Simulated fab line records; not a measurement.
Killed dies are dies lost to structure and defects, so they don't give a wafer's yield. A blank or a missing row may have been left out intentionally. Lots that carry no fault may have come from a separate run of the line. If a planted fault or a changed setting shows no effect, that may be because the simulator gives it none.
A single fault, viewed from 2 desks ; flow gf180mcu ; each desk holds nothing but its own numbers, with what lay behind them at the end

## FROM THE METROLOGY DESK
Lot by lot, what the gauges showed, no matter which tool ran the lot: averages of those sampled wafers that carry a number. The brackets show how far a lot's mean lies from the usual mean; more than 4 standard deviations puts the lot out of limits, marked OUT.
Columns: A = STI_OXIDATION_THK at GF_STI_THK_MEAS_02, usual 9.94 nm; B = MVSD_TW at GF_MVSD_TW_MEAS_11, usual 1569
lot;first seen here;A;B
L203;day 1 21:32;10.02;1560
L204;day 2 03:59;9.92;1570
L205;day 2 07:31;10.09;1556
L207;day 2 17:47;9.98;1575
L208;day 2 22:31;9.59;1559
L209;day 3 03:32;9.83;1564
L210;day 3 08:43;9.84;1575
L211;day 3 15:51;9.97;1588
L212;day 3 21:23;10.12;1588
L214;day 4 04:40;9.96;1580
L217;day 4 19:31;10.10;1568
L218;day 5 00:36;10.05;1571
L219;day 5 07:11;10.09;1546
L220;day 5 10:56;9.63;1566
L224;day 6 07:05;9.78;1572
Finding of this desk: none of the 15 lots has anything out of limits.

## AT THE TOOL OWNER'S DESK: litho_track-01
The tool's own readings at GF_MVSD_COAT_02 (resist thk 3000 nm): means of the sampled wafers that have a number, for each lot that ran on this tool. The brackets show how far a lot's mean lies from the usual mean; more than 4 standard deviations puts the lot out of limits, marked OUT.
Columns: A = chill_plate_temp_C at GF_MVSD_COAT_02, usual 23.01 C
lot;first seen here;A
L209;day 6 05:58;22.95
L217;day 7 20:47;23.10
L218;day 8 02:40;23.01
L219;day 8 10:05;22.92
L220;day 8 14:41;23.07
Finding of this desk: none of the 5 lots has anything out of limits.

## PUT TOGETHER
Nothing out of limits was seen by the metrology desk.
Nothing out of limits was seen by the tool owner's desk.

## WHAT THE SIMULATOR HAD INSERTED
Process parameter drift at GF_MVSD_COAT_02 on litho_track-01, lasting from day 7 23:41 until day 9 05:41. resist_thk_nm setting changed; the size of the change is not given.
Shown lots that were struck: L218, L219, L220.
